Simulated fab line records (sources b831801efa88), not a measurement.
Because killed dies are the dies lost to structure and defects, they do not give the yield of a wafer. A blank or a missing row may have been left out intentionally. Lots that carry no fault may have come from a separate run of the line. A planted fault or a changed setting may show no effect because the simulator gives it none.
fab line records + flow sfqLine
record:
- lots: 13
- wafers: 39
- lastDay: 92
route steps=325 shown I4@163
lots untouched by any fault: they come from a run of this same line in which no faults occurred
startH: hours from the record's opening day to when the first of the lot's shown wafers began + waitH: hours elapsed since this lot's preceding step + " unchanged from the row above + L1.1+2: several wafers, shown together as one row + - either no value or no given start + * or withheld: withheld + < > ~ a bound
route shown NAME@n: a module of which the file shows steps, and the number in the route of the first + usual: mean/standard deviation of fault-free wafers + same: alike in all rows + chamber/n: place in a boat + sites: readings site by site + _std_site: their standard deviation + _edge_site: outer sites' mean less inner sites' + radiusMm: for every site, how far away it sits from the centre of the wafer + mask NAME#n: copy n + behind: tool/chamber where the wafer was last shaped + hold: why the lot was held/for how many hours/how that ended + device: whichever transistor did not switch (one of n, p or np) + end of line: the same wafers' tests at the end of the route + a step given without rows: its recipe and nothing more + killed: at the first sort, the dies lost to defects and structure; wafer yield is something else + map: per-die view of a wafer (x killed, . not killed, _ where there is no die)
set.NAME: the run value of the setting; set.NAME@STEP: its run value at that earlier step + model.NAME: the simulator's own value behind a step, which no gauge read
the route's steps for a sample of lots (tables are steps, rows are wafers)
services: a tool's chamber out of use, with start hour (startH, from the record's first day; less than 0 if before it), hours out, and reason
== steps ==
step: SFQ_TRILAYER_I4_DEP_PECVD_099
recipe:
- material: SiO2
- tempC: 150
- timeS: 111.11
- pressureTorr: 2.4
- rfW: 183.3
- precursor: SiH4/N2O
- targetThkNm: 500
usual:
- heaterPowerW: 81/15
- rfFwdPowerW: 182.4/0.6
- showerheadVppV: 855/30
- throttleValvePct: 24.8/1.5
| lot.wafer | tool     | chamber | startH  | waitH | heaterPowerW | rfFwdPowerW | showerheadVppV | throttleValvePct |
|-----------|----------|---------|---------|-------|--------------|-------------|----------------|------------------|
| L422.1    | pecvd-03 | 1       | 1174.86 | 0.0   | 108          | 182.2       | 852            | 25.5             |
| L422.3    | "        | 2       | "       | "     | 79           | 181.7       | 875            | 28.1             |
| L422.6    | "        | 1       | "       | "     | 113          | 182.4       | 859            | 25.6             |
| L423.2    | pecvd-04 | 0       | 1177.26 | 0.0   | 67           | 183.8       | 907            | 23.6             |
| L423.3    | "        | 1       | "       | "     | 70           | 182.4       | 829            | 24.6             |
| L423.4    | "        | 0       | "       | "     | 69           | 182.5       | 919            | 23.7             |
| L426.1    | pecvd-03 | 1       | 1180.99 | 0.0   | 117          | 183.3       | 853            | 25.3             |
| L426.2    | "        | 2       | "       | "     | 83           | 181.6       | 894            | 28.6             |
| L426.5    | "        | 2       | "       | "     | 86           | 182.3       | 883            | 28.7             |
| L427.1    | pecvd-04 | 1       | 1212.11 | 0.0   | 65           | 183.1       | 841            | 24.5             |
| L427.2    | "        | 2       | "       | "     | 80           | 182.2       | 842            | 23.3             |
| L427.6    | "        | 1       | "       | "     | 69           | 183.1       | 841            | 24.9             |
| L428.1    | pecvd-03 | 0       | 1213.31 | 0.0   | 95           | 182.7       | 838            | 24.0             |
| L428.3    | "        | 1       | "       | "     | 103          | 183.1       | 850            | 25.2             |
| L428.5    | "        | 2       | "       | "     | 92           | 181.9       | 887            | 28.5             |
| L430.1    | pecvd-02 | 2       | 1460.35 | 0.0   | 75           | 181.5       | 883            | 24.2             |
| L430.3    | "        | 1       | "       | "     | 87           | 182.8       | 851            | 23.6             |
| L430.4    | "        | 1       | "       | "     | 72           | 182.7       | 866            | 23.5             |
| L431.3    | pecvd-04 | 1       | 1461.55 | 0.0   | 71           | 182.9       | 835            | 25.3             |
| L431.4    | "        | 0       | "       | "     | 70           | 182.2       | 920            | 24.4             |
| L431.5    | "        | 1       | "       | "     | 71           | 182.7       | 830            | 25.2             |
| L432.3    | pecvd-02 | 1       | 1466.35 | 0.0   | 82           | 182.0       | 845            | 23.7             |
| L432.4    | "        | 2       | "       | "     | 77           | 181.8       | 889            | 24.2             |
| L432.5    | "        | 0       | "       | "     | 65           | 181.8       | 835            | 23.9             |
| L435.3    | pecvd-02 | 1       | 1472.39 | 0.0   | 86           | 182.7       | 859            | 23.6             |
| L435.4    | "        | 2       | "       | "     | 71           | 181.2       | 871            | 24.2             |
| L435.6    | "        | 2       | "       | "     | 76           | 182.5       | 872            | 24.4             |
| L439.1    | pecvd-04 | 0       | 1480.75 | 0.0   | 69           | 182.7       | 908            | 24.5             |
| L439.3    | "        | 1       | "       | "     | 68           | 181.5       | 844            | 25.3             |
| L439.6    | "        | 0       | "       | "     | 71           | 183.6       | 912            | 24.6             |
| L440.1    | pecvd-03 | 1       | 1483.93 | 0.0   | 100          | 183.4       | 845            | 25.5             |
| L440.3    | "        | 0       | "       | "     | 99           | 182.6       | 837            | 24.5             |
| L440.5    | "        | 2       | "       | "     | 95           | 181.0       | 876            | 28.5             |
| L441.1    | pecvd-04 | 2       | 1485.55 | 0.0   | 86           | 181.5       | 828            | 23.4             |
| L441.4    | "        | 1       | "       | "     | 63           | 182.9       | 824            | 25.0             |
| L441.5    | "        | 0       | "       | "     | 59           | 212.5       | 965            | 24.5             |
| L444.1    | pecvd-03 | 1       | 1493.95 | 0.0   | 117          | 182.7       | 845            | 25.4             |
| L444.3    | "        | 2       | "       | "     | 91           | 181.9       | 896            | 28.3             |
| L444.4    | "        | 1       | "       | "     | 119          | 182.4       | 850            | 25.3             |
step: SFQ_TRILAYER_I4_CMP_CMP_100
recipe:
- material: SiO2
- downForcePsi: 3
- platenRpm: 60
- padVelocityMS: 0.94248
usual:
- headPressurePsi: 3.001/0.007
- motorCurrentA: 10.4/1.4
- timeToEndpointS: 213/7.6
| lot.wafer | tool   | chamber | startH  | waitH | headPressurePsi | motorCurrentA | timeToEndpointS |
|-----------|--------|---------|---------|-------|-----------------|---------------|-----------------|
| L422.3    | cmp-01 | 1       | 1185.30 | 10.4  | 2.996           | 10.9          | 212             |
| L422.1    | "      | 2       | "       | "     | 3.003           | 10.0          | 209             |
| L422.6    | "      | 1       | 1187.30 | 12.4  | 3.003           | 11.1          | 217             |
| L423.4    | cmp-01 | 3       | 1187.80 | 10.5  | 2.993           | 9.9           | 202             |
| L423.2    | "      | 0       | "       | "     | 3.002           | 9.5           | 204             |
| L423.3    | "      | 1       | "       | "     | 3.005           | 10.7          | 225             |
| L426.1    | cmp-02 | 1       | 1193.49 | 12.5  | 3.008           | 13.2          | 210             |
| L426.2    | "      | 2       | "       | "     | 3.013           | 10.1          | 218             |
| L426.5    | "      | 0       | 1194.99 | 13.9  | 3.007           | 8.6           | 211             |
| L427.2    | cmp-01 | 1       | 1220.80 | 8.7   | 3.004           | 10.9          | 223             |
| L427.1    | "      | 0       | 1222.30 | 10.2  | 3.000           | 9.8           | 209             |
| L427.6    | "      | 2       | 1223.30 | 11.1  | 2.999           | 10.3          | 222             |
| L428.3    | cmp-02 | 0       | 1222.49 | 9.1   | 3.014           | 8.6           | 216             |
| L428.1    | "      | 1       | "       | "     | 3.003           | 13.4          | 211             |
| L428.5    | "      | 0       | 1224.49 | 11.1  | 3.005           | 9.0           | 225             |
| L430.3    | cmp-01 | 1       | 1460.92 | 0.5   | 2.999           | 11.3          | 218             |
| L430.1    | "      | 2       | "       | "     | 3.010           | 9.6           | 218             |
| L430.4    | "      | 3       | "       | "     | 2.985           | 9.2           | 214             |
| L431.3    | cmp-02 | 1       | 1461.62 | 0.0   | 2.987           | 13.4          | 217             |
| L431.4    | "      | 3       | 1462.62 | 1.0   | 3.015           | 10.4          | 216             |
| L431.5    | "      | 2       | 1464.12 | 2.5   | 2.993           | 10.4          | 215             |
| L432.3    | cmp-01 | 2       | 1466.92 | 0.5   | 3.003           | 9.3           | 202             |
| L432.4    | "      | 0       | 1467.92 | 1.5   | 2.994           | 10.0          | 206             |
| L432.5    | "      | 1       | "       | "     | 3.004           | 10.8          | 211             |
| L435.4    | cmp-01 | 0       | 1472.46 | 0.0   | 3.006           | 9.6           | 210             |
| L435.3    | "      | 1       | "       | "     | 3.005           | 10.7          | 220             |
| L435.6    | "      | 0       | 1474.46 | 2.0   | 2.997           | 9.8           | 213             |
| L439.3    | cmp-01 | 0       | 1481.96 | 1.2   | 2.979           | 9.9           | 199             |
| L439.1    | "      | 2       | 1482.96 | 2.2   | 3.003           | 9.5           | 204             |
| L439.6    | "      | 0       | 1483.96 | 3.1   | 2.998           | 9.4           | 204             |
| L440.1    | cmp-01 | 0       | 1484.46 | 0.5   | 2.999           | 10.0          | 191             |
| L440.3    | "      | 2       | 1485.46 | 1.5   | 2.995           | 9.9           | 207             |
| L440.5    | "      | 0       | 1486.46 | 2.5   | 3.002           | 10.3          | 211             |
| L441.4    | cmp-02 | 3       | 1488.05 | 2.4   | 3.000           | 10.1          | 222             |
| L441.1    | "      | 0       | "       | "     | 3.006           | 9.4           | 222             |
| L441.5    | "      | 1       | "       | "     | 2.997           | 13.1          | 242             |
| L444.4    | cmp-02 | 2       | 1496.42 | 2.4   | 2.996           | 10.3          | 215             |
| L444.3    | "      | 3       | "       | "     | 3.006           | 10.0          | 209             |
| L444.1    | "      | 0       | "       | "     | 3.013           | 9.1           | 209             |
== services ==
| tool     | chamber | startH  | hours | kind   |
|----------|---------|---------|-------|--------|
| cmp-02   | -       | 1169.66 | 0.9   | repair |
| cmp-02   | -       | 1172.04 | 14.5  | pm     |
| pecvd-02 | 1       | 1196.94 | 4.8   | repair |
| pecvd-04 | 0       | 1198.83 | 14.0  | repair |
| pecvd-02 | 1       | 1202.72 | 5.7   | repair |
| cmp-01   | -       | 1229.80 | 6.1   | pm     |
| cmp-01   | -       | 1259.93 | 4.0   | pm     |
| cmp-01   | -       | 1275.06 | 1.0   | repair |
| pecvd-04 | -       | 1295.62 | 0.5   | repair |
| cmp-01   | -       | 1300.11 | 7.6   | pm     |
| cmp-02   | -       | 1310.58 | 0.8   | repair |
| pecvd-03 | 1       | 1317.39 | 5.1   | repair |
| cmp-02   | -       | 1331.06 | 1.6   | repair |
| cmp-02   | -       | 1339.11 | 2.3   | repair |
| cmp-01   | -       | 1386.71 | 0.4   | repair |
| cmp-01   | -       | 1404.19 | 8.9   | pm     |
| cmp-02   | -       | 1416.77 | 1.3   | repair |
| pecvd-03 | -       | 1422.96 | 2.4   | repair |
| cmp-02   | -       | 1428.08 | 0.9   | repair |
| cmp-02   | -       | 1433.48 | 4.0   | pm     |
| cmp-02   | -       | 1442.77 | 5.4   | pm     |
| cmp-01   | -       | 1451.38 | 1.2   | repair |
| cmp-01   | -       | 1455.83 | 0.2   | repair |
| cmp-02   | -       | 1459.01 | 2.5   | repair |
== key ==
firstSign:
- step: SFQ_TRILAYER_I4_DEP_PECVD_099
- reading: rfFwdPowerW
- direction: up
- sigmas: 50
- usual: 182.4
- struck: 212.5
effect:
- step: SFQ_TRILAYER_I4_DEP_PECVD_099
- reading: showerheadVppV
- direction: up
- sigmas: 3.6
- usual: 855
- struck: 965
effect:
- step: SFQ_TRILAYER_I4_CMP_CMP_100
- reading: timeToEndpointS
- direction: up
- sigmas: 3.8
- usual: *
- struck: *
metAt SFQ_TRILAYER_I4_DEP_PECVD_099
struckLots L441
struckWafers L441.5
onsetBetween 1480.75 1485.55
fault:
- kind: processParameterDrift
- tool: pecvd-04
- chamber: 0
- onsetH: 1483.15
- steps: SFQ_TRILAYER_I4_DEP_PECVD_099
- channel: rfW
- offset: 29.328
- shape: step
- endH: 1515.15
- actsIn: theseRecipesOnly
- stated: 183.3
